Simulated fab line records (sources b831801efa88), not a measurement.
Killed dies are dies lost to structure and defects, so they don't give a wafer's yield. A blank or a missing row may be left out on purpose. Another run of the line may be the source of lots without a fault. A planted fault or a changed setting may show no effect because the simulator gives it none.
Struck lot and sound lot, side by side / flow sky130 / 15 out of 708 route steps
Sound: these wafers, L243.3, L243.4, L243.5. Wafers struck: L239.2, L239.3, L239.5. The cause is named last.
Each step with rows lists, per side, the tool, then ch with its chambers, then its first start. Under that, the readings that differ: sound wafers / struck wafers / difference of the means / sigmas: that difference in standard deviations of wafers without a fault.
alike: readings whose means differ by less than 2 such deviations, and words and numbers that are the same on both sides. not compared: withheld readings, readings that some wafer has no value for, bounds like >300 that may hide the same value, and numbers for which the record gives no deviation and whose values overlap.
The two part at a step that has a row with sigmas, a row that says differs or no value, or rows on one side only. Numbers that don't overlap but have no deviation are shown without sigmas and don't part them. A reading that every wafer of one side lacks parts them only if that side has two wafers or more.

first, 4 steps without rows for these wafers: SKY_VIA3_SOFTBAKE_08 (time 90 s); SKY_VIA3_EXPOSE_09 (exposes mask VIM3, target cd 200 nm); SKY_VIA3_PEB_10; SKY_VIA3_DEVELOP_11 (develop time 60 s).
SKY_VIA3_CD_MEAS_12: target cd 200 nm.
  sound: cd-sem-02 at day 44 15:22; struck: cd-sem-02 at day 43 09:35
  alike: cd-nm
SKY_VIA3_OVL_MEAS_13:
  sound: overlay-02 at day 44 15:27; struck: overlay-02 at day 43 09:41
  alike: VIA3_OVL
SKY_VIA3_ETCH_14: etches BARC in N2/H2, stops on SiO2, time 45.9 s, target depth 60 nm.
  sound on rie-diel-04 ch 2,3, day 44 15:28; struck on rie-diel-04 ch 0,2, day 43 09:43
  alike: drypump-motor-current-A, oes-product-au, throttle-valve-pct
  not compared: rf-hours-counter-h
SKY_VIA3_ETCH_15: etches SiO2 in C4F8/O2/Ar, stops on TiN, target depth 507 nm, time 78 s.
  sound on rie-diel-04 ch 2,3, day 44 15:31; struck on rie-diel-04 ch 0,2, day 43 09:46
  alike: oes-product-au
SKY_VIA3_STRIP_16: strips in O2/N2.
  sound on plasma-asher-03 ch 0,1, day 44 15:37; struck on plasma-asher-03 ch 0,1, day 43 09:50
  alike: drypump-motor-current-A, oes-product-au, strip-time-to-endpoint-s
  not compared: rf-hours-counter-h
then, 3 steps without rows for these wafers: SKY_VIA3_STRIP_17 (strips in post etch residue remover, time 1200 s); SKY_VIA3_CLEAN_18 (cleans in IPA, time 180 s); SKY_VIA3_CLEAN_19 (cleans in O3/DIW).
SKY_VIA3_SPUTTER_20: material TiN, target thk 20 nm, time 80 s.
  sound: pvd-sputter-04 at day 44 16:10; struck: pvd-sputter-03 at day 43 10:25
  no value came back on the struck wafers for cathode-dc-power-W (W), chamber-pressure-pa (Pa), throttle-valve-pct (%); on the sound wafers cathode-dc-power-W (W) reads 3999.1 4001.3 3999.6
SKY_VIA3_CVD_21: deposits W, target thk 390 nm, time 117.31 s.
  sound on cvd-w-02 ch 0,1, day 44 16:16; struck on cvd-w-01 ch 0,1, day 43 10:29
  alike: chamber-pressure-Torr, heater-power-w
-- the record jumps here: 6 days lie between the struck wafers' starts before and after (it left off in module VIA3 and takes up again in module PAD_OPEN, whose first step shown is number 708 of the route) --
SKY_PAD_OPEN_PROBE_99:
  sound: prober-01 at day 50 02:15; struck: prober-01 at day 49 00:19
reading=hold; sound=- - -; struck=await-dispo/3.4h/scrap await-dispo/3.4h/scrap await-dispo/3.4h/scrap; difference=no value on the sound wafers; sigmas=
reading=defect-limited-yield (%); sound=83.5 79.5 86.0; struck=0 0 0; difference=-83; sigmas=-44
reading=killed_at_M0_to_M3; sound=52 47 29; struck=450 458 445; difference=+408; sigmas=+57
reading=killed-dies; sound=81 101 69; struck=492 492 492; difference=+408; sigmas=+44
reading=killed-on-rim; sound=15 20 9; struck=96 96 96; difference=+81; sigmas=+23
reading=sort_bin_5_function (%); sound=10.6 11.4 9.6; struck=92.1 93.1 94.1; difference=+82.6; sigmas=+55
reading=sort-n-pass; sound=411 391 423; struck=0 0 0; difference=-408; sigmas=-44
reading=sort-yield-pct (%); sound=83.5 79.5 86.0; struck=0 0 0; difference=-83; sigmas=-44
  alike: killed_at_M4_up, killed-at-contacts, killed-at-front-end, killed-at-other, killed-open, killed-short, sort_bin_3_pad_short, sort_bin_6_memory

== WHERE THEY PART ==
First at SKY_VIA3_SPUTTER_20; last, within this record, at SKY_PAD_OPEN_PROBE_99.

WHY: what had been put in by the simulator
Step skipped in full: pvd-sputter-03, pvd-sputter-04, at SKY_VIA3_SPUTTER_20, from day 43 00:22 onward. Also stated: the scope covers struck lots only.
